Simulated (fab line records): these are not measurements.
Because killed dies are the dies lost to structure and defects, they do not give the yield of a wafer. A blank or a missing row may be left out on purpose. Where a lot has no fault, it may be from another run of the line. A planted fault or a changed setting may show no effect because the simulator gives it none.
2 desks looking at one fault | flow sky130 | each desk has only its own numbers; what lay behind them comes last

## THE METROLOGY DESK
What the gauges read for every lot (on any tool): the sampled wafers with a number, averaged. A lot is out of limits, marked OUT, if its mean lies more than 4 standard deviations from the usual mean; the brackets give that distance.
Columns: A = VIA2_BOW at SKY_VIA2_BOW_MEAS_03, usual 86 um
lot  | first seen here | A
L659 | day 34 23:23    | 92
L660 | day 35 12:38    | 88
L661 | day 35 19:30    | 84
L662 | day 36 01:29    | 94
L663 | day 36 18:12    | 92
L664 | day 36 23:23    | 83
L665 | day 37 02:26    | 87
L668 | day 37 22:29    | 79
L675 | day 40 03:16    | 93
L677 | day 41 01:53    | 85
L679 | day 41 06:52    | 88
L681 | day 41 13:27    | 90
L682 | day 41 17:37    | 83
This desk's finding: nothing out of limits on any of the 13 lots.

## THE TOOL OWNER'S DESK: litho_track-04
The tool's own readings at SKY_VT_ADJUST_HVTP_DEVELOP_06 (develop time 60 s): means of the sampled wafers that have a number, for each lot that ran on this tool. A lot is out of limits, marked OUT, if its mean lies more than 4 standard deviations from the usual mean; the brackets give that distance.
Columns: A = developer_temp_C at SKY_VT_ADJUST_HVTP_DEVELOP_06, usual 23.02 C; B = resist_line_temp_C at SKY_VT_ADJUST_HVTP_DEVELOP_06, usual 23.00 C
lot  | first seen here | A               | B
L661 | day 6 17:38     | 22.92           | 23.03
L664 | day 7 13:05     | 22.88           | 22.94
L665 | day 7 17:34     | 22.95           | 23.03
L675 | day 10 05:53    | 25.16 (+23) OUT | 23.07
L677 | day 10 23:13    | 25.41 (+26) OUT | 22.91
This desk's verdict: out of limits on L675, L677, starting with L675 at day 10 05:53 (developer_temp_C at SKY_VT_ADJUST_HVTP_DEVELOP_06). L661, L664, L665: within limits.

## ALL TOGETHER
An alarm could have come from the tool owner's desk at day 10 05:53, on L675, L677.
The metrology desk saw nothing out of limits.
The metrology desk has L675, L677 on record, within its limits.
Every lot named ran SKY_VT_ADJUST_HVTP_DEVELOP_06 on litho_track-04.

## WHAT THE SIMULATOR PUT IN
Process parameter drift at SKY_VT_ADJUST_HVTP_DEVELOP_06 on litho_track-04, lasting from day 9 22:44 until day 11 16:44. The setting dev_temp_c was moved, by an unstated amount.
Lots struck among those shown: L675, L677.
Each desk's first reading out of limits, in hours after the fault started: the tool owner's desk, 7.
